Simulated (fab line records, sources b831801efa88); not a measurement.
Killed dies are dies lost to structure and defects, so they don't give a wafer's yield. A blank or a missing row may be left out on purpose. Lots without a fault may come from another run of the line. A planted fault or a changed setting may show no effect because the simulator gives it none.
Chamber matching | flow sky130 | SKY_VIA1_CMP_02 on cmp-02: 4 sister chambers
The step polishes SiO2. 16 wafers are shown with their chamber, then 8 later ones without.

WAFERS WITH THEIR CHAMBER
wafer  | chamber | motor_current_A (A)
L463.3 | 2       | 10.8
L463.4 | 0       | 12.1
L463.6 | 0       | 12.9
L468.1 | 3       | 14.1
L468.3 | 1       | 14.1
L468.4 | 0       | 12.2
L467.3 | 0       | 12.2
L467.5 | 0       | 11.8
L467.6 | 3       | 13.8
L473.1 | 1       | 14.7
L473.4 | 2       | 10.9
L473.6 | 2       | 11.1
L482.2 | 0       | 12.4
L482.5 | 2       | 10.4
L482.6 | 1       | 13.5
L483.2 | 1       | 14.5

SIGNATURES (means of the wafers above)
reading         | chamber 0 | chamber 1 | chamber 2 | chamber 3 | scatter within a chamber
motor_current_A | 12.267    | 14.200    | 10.800    | 13.950    | 0.389
Rule: a wafer's distance from a chamber is the root of the sum, over the readings, of the square of ((its reading less the chamber's mean) divided by the reading's scatter). The wafer belongs to the nearest chamber; if the next one is less than 2 further off, it can't be placed. The scatter: the root of (the sum of the squares of (reading less its chamber's mean) over the shown wafers, divided by (wafers less chambers)).

WAFERS WITHOUT THEIR CHAMBER
wafer  | motor_current_A (A)
L483.4 | 10.5
L483.6 | 12.1
L484.2 | 13.5
L484.4 | 11.9
L484.5 | 14.3
L485.1 | 10.4
L485.2 | 14.2
L485.4 | 12.2

WHICH CHAMBER EACH WENT THROUGH
wafer  | from the rows above     | in truth
L483.4 | 2                       | 2
L483.6 | 0                       | 0
L484.2 | can't be placed: 3 or 1 | 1
L484.4 | can't be placed: 0 or 2 | 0
L484.5 | can't be placed: 1 or 3 | 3
L485.1 | 2                       | 2
L485.2 | can't be placed: 1 or 3 | 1
L485.4 | 0                       | 0
Placed correctly: 4 of 8. Can't be placed from these rows: 4 (the true chamber is among the candidates in 4). Placed wrongly: 0.
